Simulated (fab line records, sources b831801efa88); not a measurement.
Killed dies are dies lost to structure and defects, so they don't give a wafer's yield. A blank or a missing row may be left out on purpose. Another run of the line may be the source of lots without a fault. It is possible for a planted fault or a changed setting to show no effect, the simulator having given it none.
A lot that was struck, set against a sound lot | flow sky130 | 43 steps out of a route of 708
Sound: wafers L539.2, L539.5, L539.6. Wafers struck: L534.2, L534.3, L534.4. Last of all comes the cause.
Order at every step that has rows: each side's tool, ch and its chambers, its first start. Under that, the readings that differ: sound wafers | struck wafers | difference of the means | sigmas: that difference in standard deviations of wafers without a fault.
alike: words and numbers the same on both sides, and readings whose means are apart by under 2 such deviations; not compared: readings that were withheld, readings missing a value for some wafer, numbers with overlapping values and no deviation given by the record, and bounds like >300 which may hide the same value.
The two part at a step that has a row with sigmas, a row that says differs or no value, or rows on one side only. Numbers that have no deviation but don't overlap get no sigmas and don't part them. A reading missing from all wafers of one side parts the sides only when that side holds two or more wafers.

first, 7 steps without rows for these wafers: SKY_CONTACT_ETCH_17 (etches SiO2 in C4F8/O2/Ar, stops on Si3N4, target depth 340 nm); SKY_CONTACT_ETCH_18 (etches Si3N4 in CHF3/O2, stops on TiN, time 39 s, target depth 75 nm); SKY_CONTACT_STRIP_19 (strips in O2/N2); SKY_CONTACT_STRIP_20 (strips in post etch residue remover, time 1200 s); SKY_CONTACT_CLEAN_21 (cleans in IPA, time 180 s); SKY_CONTACT_CLEAN_22 (cleans in O3/DIW); SKY_CONTACT_SPUTTER_23 (material TiN, target thk 20 nm, time 80 s).
SKY_CONTACT_CVD_24: deposits W, target thk 340 nm, time 102.12 s.
  sound on cvd-w-02 ch 0,1, day 37 18:10; struck on cvd-w-02 ch 0,1, day 36 01:58
  alike: heater-power-w
SKY_CONTACT_RS_MEAS_25: measurement is done with a four-point probe.
  struck on film-metro-04, day 36 02:05; sound on film-metro-02, day 37 18:18
  alike: CONTACT_W_RS
SKY_CONTACT_THK_MEAS_26: measures by xrf.
  struck on film-metro-04, day 36 02:12; sound on film-metro-02, day 37 18:25
  alike: CONTACT_W_THK
then, 2 steps without rows for these wafers: SKY_CONTACT_CMP_27 (polishes, stops on SiO2, t overpolish 15 s, target thk 0 nm); SKY_METAL1_SPUTTER_00 (material Ti, target thk 15 nm, time 10 s).
SKY_METAL1_SPUTTER_01: material TiN, target thk 20 nm, time 16.7 s.
  struck on pvd-sputter-03, day 36 02:34; sound on pvd-sputter-01, day 37 18:47
  alike: throttle-valve-pct
SKY_METAL1_SPUTTER_02: material AlCu, target thk 250 nm, time 13.3 s.
  struck on pvd-sputter-03, day 36 02:36; sound on pvd-sputter-01, day 37 18:49
  alike: throttle-valve-pct
then, 1 step without rows for these wafers: SKY_METAL1_SPUTTER_03 (material Ti, target thk 5 nm, time 3.3 s).
SKY_METAL1_SPUTTER_04: material TiN, target thk 70 nm, time 58.3 s.
  struck on pvd-sputter-03, day 36 02:38; sound on pvd-sputter-01, day 37 18:51
  alike: throttle-valve-pct
SKY_METAL1_RS_MEAS_05: measurement is done with a four-point probe.
  struck on film-metro-04, day 36 02:43; sound on film-metro-04, day 37 18:55
  alike: METAL1_ALCU_RS
SKY_METAL1_THK_MEAS_06: measures by xrf.
  struck on film-metro-04, day 36 02:49; sound on film-metro-04, day 37 19:02
  alike: METAL1_ALCU_THK
then, 8 steps without rows for these wafers: SKY_METAL1_DEHYDRATE_07 (time 60 s); SKY_METAL1_HMDS_08 (prime time 60 s); SKY_METAL1_COAT_09 (resist thk 60 nm); SKY_METAL1_COAT_10 (resist thk 450 nm); SKY_METAL1_SOFTBAKE_11 (time 90 s); SKY_METAL1_EXPOSE_12 (exposes mask MM1, target cd 140 nm); SKY_METAL1_PEB_13; SKY_METAL1_DEVELOP_14 (develop time 60 s).
SKY_METAL1_CD_MEAS_15: the cd target is 140 nm.
  struck on cd-sem-02, day 37 05:02; sound on cd-sem-01, day 38 20:55
  alike: cd-nm
SKY_METAL1_OVL_MEAS_16:
  struck on overlay-02, day 37 05:08; sound on overlay-01, day 38 21:01
  alike: METAL1_OVL
SKY_METAL1_DESCUM_17: chemistry O2, time 8 s.
  sound on rie-metal-04 ch 0,1, day 38 21:02; struck on rie-metal-04 ch 0,1, day 37 05:10
  alike: drypump-motor-current-A, he-backside-leak-sccm, oes-product-au
  not compared: rf-hours-counter-h
then, 7 steps without rows for these wafers: SKY_METAL1_ETCH_18 (etches BARC in N2/H2, stops on SiO2, time 45.9 s, target depth 60 nm); SKY_METAL1_METAL_ETCH_19 (etches the open film in Cl2/BCl3, stops on SiO2, target depth 360 nm, time 78 s); SKY_METAL1_STRIP_20 (strips in O2/N2); SKY_METAL1_STRIP_21 (strips in post etch residue remover, time 1200 s); SKY_METAL1_CLEAN_22 (cleans in IPA, time 180 s); SKY_METAL1_CLEAN_23 (cleans in O3/DIW); SKY_VIA1_HDPCVD_00 (deposits SiO2, target thk 1030 nm, time 171.7 s).
SKY_VIA1_THK_MEAS_01:
  struck on film-metro-04, day 37 06:04; sound on film-metro-03, day 38 21:57
  alike: VIA1_HDPCVD_THK
SKY_VIA1_CMP_02: polishes SiO2.
  sound on cmp-01 ch 1,2, day 38 22:00; struck on cmp-01 ch 0,1,3, day 37 06:07
  alike: edge-zone-pressure-frac, motor-current-A
SKY_VIA1_BOW_MEAS_03:
  struck on film-metro-04, day 37 06:26; sound on film-metro-04, day 38 22:19
  alike: VIA1_BOW
then, 3 steps without rows for these wafers: SKY_VIA1_DEHYDRATE_04 (time 60 s); SKY_VIA1_HMDS_05 (prime time 60 s); SKY_VIA1_COAT_06 (resist thk 60 nm).
-- the record jumps here: 12 days lie between the struck wafers' starts before and after (it left off in module VIA1 and takes up again in module PAD_OPEN, whose first step shown is number 708 of the route) --
SKY_PAD_OPEN_PROBE_99:
  struck on prober-02, day 49 03:15; sound on prober-01, day 50 07:34
  reading                               | sound               | struck            | difference | sigmas
  defect-limited-yield (%)              | 79.9 82.3 81.1      | 72.8 73.8 73.2    | -7.8       | -4
  killed_at_M0_to_M3                    | 56 47 52            | 99 96 96          | +45        | +7
  killed-dies                           | 99 87 93            | 134 129 132       | +39        | +4
  sort_bin_3_pad_short (%)              | 2.0 0.6 0.4         | 3.7 3.7 3.9       | +2.8       | +7
  sort_bin_5_function (%)               | 12.0 11.2 11.6      | 16.3 14.4 15.7    | +3.9       | +3
  sort-n-pass                           | 393 405 399         | 358 363 360       | -39        | -4
  sort-yield-pct (%)                    | 79.9 82.3 81.1      | 72.8 73.8 73.2    | -7.8       | -4
  model.etest.tester.sort-n-pass        | 393 405 399         | 358 363 360       | -39        |
  model.etest.tester.sort-yield-pct (%) | 79.88 82.32 81.1    | 72.76 73.78 73.17 | -7.86      |
  model.etest.tester.sort_bin_5_pct (%) | 11.99 11.18 11.59   | 16.26 14.43 15.65 | +3.86      |
  model.etest.tester.sort_bin_3_pct (%) | 2.033 0.6098 0.4065 | 3.659 3.659 3.862 | +2.710     |
  alike: killed_at_M4_up, killed-at-contacts, killed-at-front-end, killed-at-other, killed-open, killed-short, sort_bin_6_memory

WHERE THEY PART
Only at SKY_PAD_OPEN_PROBE_99, as far as this record shows.

WHY: what the simulator had put in
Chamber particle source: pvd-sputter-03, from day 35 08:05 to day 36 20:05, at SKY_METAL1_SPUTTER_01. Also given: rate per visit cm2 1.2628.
